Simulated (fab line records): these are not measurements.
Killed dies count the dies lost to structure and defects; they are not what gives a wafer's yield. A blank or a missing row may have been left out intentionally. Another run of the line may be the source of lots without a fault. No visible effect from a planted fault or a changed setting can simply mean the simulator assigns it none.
Chamber matching || flow sky130 || SKY_LI_CONTACT_HDPCVD_00 on hdpcvd-01 has 3 sister chambers
The step deposits PSG, target thk 930 nm, time 155 s. 3 wafers are shown with their chamber, then 7 later ones without.

== WAFERS WITH THEIR CHAMBER ==
{"wafer": "L595.2", "chamber": 1, "sih4_flow_sccm (sccm)": 60.14}
{"wafer": "L597.1", "chamber": 0, "sih4_flow_sccm (sccm)": 59.81}
{"wafer": "L597.3", "chamber": 2, "sih4_flow_sccm (sccm)": 59.93}

== WAFERS WITH NO CHAMBER GIVEN ==
{"wafer": "L597.4", "sih4_flow_sccm (sccm)": 60.22}
{"wafer": "L600.4", "sih4_flow_sccm (sccm)": 60.17}
{"wafer": "L600.5", "sih4_flow_sccm (sccm)": 59.92}
{"wafer": "L600.6", "sih4_flow_sccm (sccm)": 59.63}
{"wafer": "L601.1", "sih4_flow_sccm (sccm)": 60.23}
{"wafer": "L601.4", "sih4_flow_sccm (sccm)": 60.37}
{"wafer": "L601.6", "sih4_flow_sccm (sccm)": 60.02}

== THE CHAMBER EACH PASSED THROUGH ==
{"wafer": "L597.4", "from the rows above": "can't be placed: 1 or 2", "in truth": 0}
{"wafer": "L600.4", "from the rows above": "can't be placed: 1 or 2", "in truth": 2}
{"wafer": "L600.5", "from the rows above": "can't be placed: 2 or 0 or 1", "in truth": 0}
{"wafer": "L600.6", "from the rows above": "can't be placed: 0 or 2", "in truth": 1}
{"wafer": "L601.1", "from the rows above": "can't be placed: 1 or 2", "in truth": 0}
{"wafer": "L601.4", "from the rows above": "can't be placed: 1 or 2", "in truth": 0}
{"wafer": "L601.6", "from the rows above": "can't be placed: 2 or 1 or 0", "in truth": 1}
0 of 7 placed correctly. From these rows, 7 cannot be placed; in 3 the true chamber is one of the candidates. Placed wrongly: 0.
How it was worked out, from the rows above alone: a wafer's distance from a chamber is the root of the sum, over the readings, of the square of ((its reading less the chamber's mean) divided by the reading's scatter). If the next closest chamber is less than 2 further off than the closest, the wafer can't be placed; otherwise it belongs to the closest. A chamber's mean is the mean of its shown wafers. The scatter: with one shown wafer a chamber, the root of the mean of the squares of how far each hidden wafer lies from its nearest shown one.
